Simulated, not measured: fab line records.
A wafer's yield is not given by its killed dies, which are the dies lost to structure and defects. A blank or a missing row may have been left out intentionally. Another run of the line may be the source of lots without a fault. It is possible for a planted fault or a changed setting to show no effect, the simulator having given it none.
Split-lot study -- flow gf180mcu -- 23 wafers read from 5 lots, route of 602 steps

THE SPLIT ITSELF
At GF_TOP_METAL_SPUTTER_00 (material Ti, target thk 37.5 nm, time 150 s), the setting power-w was moved away from the recipe's 4000 W on 5 of the 23 wafers read, by -9.2% to +6.3%. For the rest of the wafers, this setting stayed at what the recipe calls for.

The reading is taken at the split's own step.

THE READING
Ti_of_TOP_METAL_SPUTTER_00.thk-nm (the simulator's own value, which no gauge read), in nm, at GF_TOP_METAL_SPUTTER_00 (material Ti, target thk 37.5 nm, time 150 s). The file gives no usual value for it. Average 37.54 nm, standard deviation 0.54 nm, over the 18 wafers here run with the recipe.

wafer,"tool, chamber at the split","power-w as run, W",against the recipe,"Ti_of_TOP_METAL_SPUTTER_00.thk-nm, nm",against lot-mates on the recipe
L075.1,"pvd-sputter-01, -",4000,recipe,37.73,-
L075.2,"pvd-sputter-01, -",3631,-9.2%,33.75,-3.38
L075.4,"pvd-sputter-01, -",3631,-9.2%,33.75,-3.38
L075.5,"pvd-sputter-01, -",4000,recipe,36.93,-
L075.6,"pvd-sputter-01, -",4000,recipe,36.73,-
L082.1,"pvd-sputter-04, -",4000,recipe,38.46,-
L082.2,"pvd-sputter-04, -",4000,recipe,38.29,-
L082.3,"pvd-sputter-04, -",4000,recipe,37.8,-
L082.4,"pvd-sputter-04, -",4000,recipe,38.21,-
L082.5,"pvd-sputter-04, -",4000,recipe,38.18,-
L083.2,"pvd-sputter-02, -",4000,recipe,37.61,-
L083.3,"pvd-sputter-02, -",4000,recipe,36.98,-
L083.4,"pvd-sputter-02, -",4000,recipe,37.16,-
L084.1,"pvd-sputter-01, -",4000,recipe,36.96,-
L084.2,"pvd-sputter-01, -",4000,recipe,37.52,-
L084.3,"pvd-sputter-01, -",4000,recipe,36.79,-
L084.4,"pvd-sputter-01, -",4000,recipe,37.67,-
L084.5,"pvd-sputter-01, -",4000,recipe,37.03,-
L085.1,"pvd-sputter-04, -",4000,recipe,37.65,-
L085.2,"pvd-sputter-04, -",4000,recipe,37.95,-
L085.3,"pvd-sputter-04, -",4254,+6.3%,40.65,+2.85
L085.4,"pvd-sputter-04, -",4254,+6.3%,40.26,+2.46
L085.6,"pvd-sputter-04, -",4254,+6.3%,40.49,+2.69

FIT RESULTS
A straight line over all 23 wafers: Ti_of_TOP_METAL_SPUTTER_00.thk-nm changes by +0.432 nm for each +1% of power-w; r = +0.95; the points scatter about the line by 0.51 nm.
The same after taking each lot's own level away (the mean of its wafers on the recipe; 23 wafers): +0.389 nm for each +1%; r = +0.98; scatter 0.3 nm.
On that fit, the largest move of power-w shifts the reading by 3.6 nm.
Across the lots, their own levels run from 37.130 to 38.188 nm, a range of 2.0 times the standard deviation given above.
In other words, the slope is changed by the lot-to-lot level; the two fits disagree.
Check: for one of the wafers moved furthest among these (-9.2%), held out of the fit, the line's prediction against its lot-mates is -3.62 nm. It came out at -3.38 nm against them.

ADDITIONAL SPLITS CARRIED BY THESE WAFERS
Other splits were also applied to these wafers ahead of the reading. Each is held against what the fit with the lots' levels taken away leaves over:
other split on the same wafers,wafers away from the commonest value,r with Ti_of_TOP_METAL_SPUTTER_00.thk-nm (lot level and that fit taken away)
GF_MIM_SPUTTER_08 time-s,9,+0.07
GF_MIM_DEVELOP_18 dev-temp-c,6,-0.12
GF_V5_CMP_04 leave-above-ref-nm,7,+0.06
GF_V5_ETCH_17 bias-w,5,-0.03

FILE'S OWN FIT
Ti_of_TOP_METAL_SPUTTER_00.thk-nm changes by +0.384 nm for each +1% of power-w, r = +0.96.
